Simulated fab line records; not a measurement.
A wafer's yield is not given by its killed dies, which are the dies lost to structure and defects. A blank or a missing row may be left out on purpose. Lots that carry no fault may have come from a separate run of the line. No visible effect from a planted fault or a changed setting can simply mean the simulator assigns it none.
Struck lot and sound lot, side by side / flow sfq_line / 17 steps out of a route of 325
Sound: the wafers L668.1, L668.4, L668.5. Wafers struck: L672.2, L672.5, L672.6. The cause comes at the end.
At each step with rows: each side's tool, then ch and its chambers, then its first start. Under that, the readings that differ: sound wafers / struck wafers / difference of the means / sigmas: that difference in standard deviations of wafers without a fault.
alike: same words and numbers on both sides, and readings whose means sit less than 2 such deviations apart. not compared: any withheld reading, any reading some wafer has no value for, any bound like >300 that may hide the same value, and any number with overlapping values for which the record gives no deviation.
Wherever a step has rows on one side only, a row that says differs or no value, or a row with sigmas, the two part there. Numbers that have no deviation but don't overlap get no sigmas and don't part them. A reading missing from all wafers of one side parts the sides only when that side holds two or more wafers.

SFQ_M7_OVL_MEAS_945:
  sound on overlay-01 at day 69 22:58; struck on overlay-02 at day 76 18:04
  alike: M7_OVL
then, 1 step without rows for these wafers: SFQ_TRILAYER_M7_BARC_OPEN_METAL_ETCH_229 (etches BARC in O2, target depth 125 nm, time 41.7 s).
SFQ_TRILAYER_M7_ETCH_METAL_ETCH_180: etches Nb in Cl2/Ar, stops on SiO2, target depth 240 nm, time 120 s.
  sound on rie_metal-01 ch 0,1, day 69 23:04; struck on rie_metal-01 ch 0,1, day 76 18:09
  alike: chamber_pressure_mTorr, drypump_motor_current_A, oes_product_au
  not compared: rf_hours_counter_h
SFQ_TRILAYER_M7_STRIP_STRIP_181: strips in O2.
  sound on rie_metal-01 ch 0,1, day 69 23:11; struck on rie_metal-01 ch 0,1, day 76 18:16
  alike: chamber_pressure_mTorr, drypump_motor_current_A, oes_product_au
  not compared: rf_hours_counter_h
then, 1 step without rows for these wafers: SFQ_TRILAYER_M7_STRIP_SOLV_CLEAN_182 (cleans in NMP, time 600 s).
SFQ_TRILAYER_I7_DEP_PECVD_183: deposits SiO2 from SiH4/N2O, time 111.11 s, target thk 500 nm.
  sound on pecvd-01 ch 0,1,2, day 69 23:58; struck on pecvd-03 ch 0,1, day 76 19:03
  alike: heater_power_outer_w, heater_power_w, susceptor_temp_C, throttle_valve_pct
SFQ_TRILAYER_I7_CMP_CMP_184: polishes SiO2.
  sound on cmp-01 ch 1,2,3, day 70 00:14; struck on cmp-02 ch 2,3, day 77 01:22
  alike: head_pressure_psi, motor_current_A, slurry_flow_ml_min, time_to_endpoint_s
SFQ_I7_BOW_MEAS_946:
  sound on film_metro-04 at day 70 03:14; struck on film_metro-03 at day 77 03:53
  alike: I7_BOW
then, 4 steps without rows for these wafers: SFQ_TRILAYER_I7_METRO_MEASURE_185; SFQ_TRILAYER_I7_VIA_LITHO_COAT_192 (resist thk 62 nm); SFQ_TRILAYER_I7_VIA_LITHO_COAT_187 (resist thk 650 nm); SFQ_TRILAYER_I7_VIA_LITHO_SOFTBAKE_191.
SFQ_TRILAYER_I7_VIA_LITHO_EXPOSE_188: exposes mask I7, target cd 1000 nm.
  sound on krf_scanner-01 ch 0, day 72 15:27; struck on krf_scanner-01 ch 0, day 77 10:39
reading=model.I7.overlay_x_nm (nm); sound=-3.296 -3.296 -3.296; struck=88.46 88.46 88.46; difference=+91.76; sigmas=
  alike: mask, focus_offset_nm, reticle_temp_C
then, 2 steps without rows for these wafers: SFQ_TRILAYER_I7_VIA_LITHO_PEB_190 (peb time 60 s); SFQ_TRILAYER_I7_VIA_LITHO_DEVELOP_189 (time 60 s).
SFQ_I7_OVL_MEAS_947:
  sound on overlay-02 at day 72 16:57; struck on overlay-02 at day 77 11:58
reading=I7_OVL (nm); sound=-4 0 -4; struck=89 81 82; difference=+87; sigmas=+20
SFQ_TRILAYER_I7_VIA_BARC_OPEN_VIA_ETCH_260: etches BARC in O2, target depth 125 nm, time 41.7 s.
  sound on rie_diel-03 ch 1,3, day 72 16:59; struck on rie_diel-02 ch 0,1,2, day 77 11:59
  alike: chamber_pressure_mTorr, drypump_motor_current_A, oes_product_au
  not compared: rf_hours_counter_h

## WHERE THEY PART
Only at SFQ_I7_OVL_MEAS_947, as far as this record shows. Later steps at which nothing parts them and some readings are alike: SFQ_TRILAYER_I7_VIA_BARC_OPEN_VIA_ETCH_260.

WHY: whatever the simulator had introduced
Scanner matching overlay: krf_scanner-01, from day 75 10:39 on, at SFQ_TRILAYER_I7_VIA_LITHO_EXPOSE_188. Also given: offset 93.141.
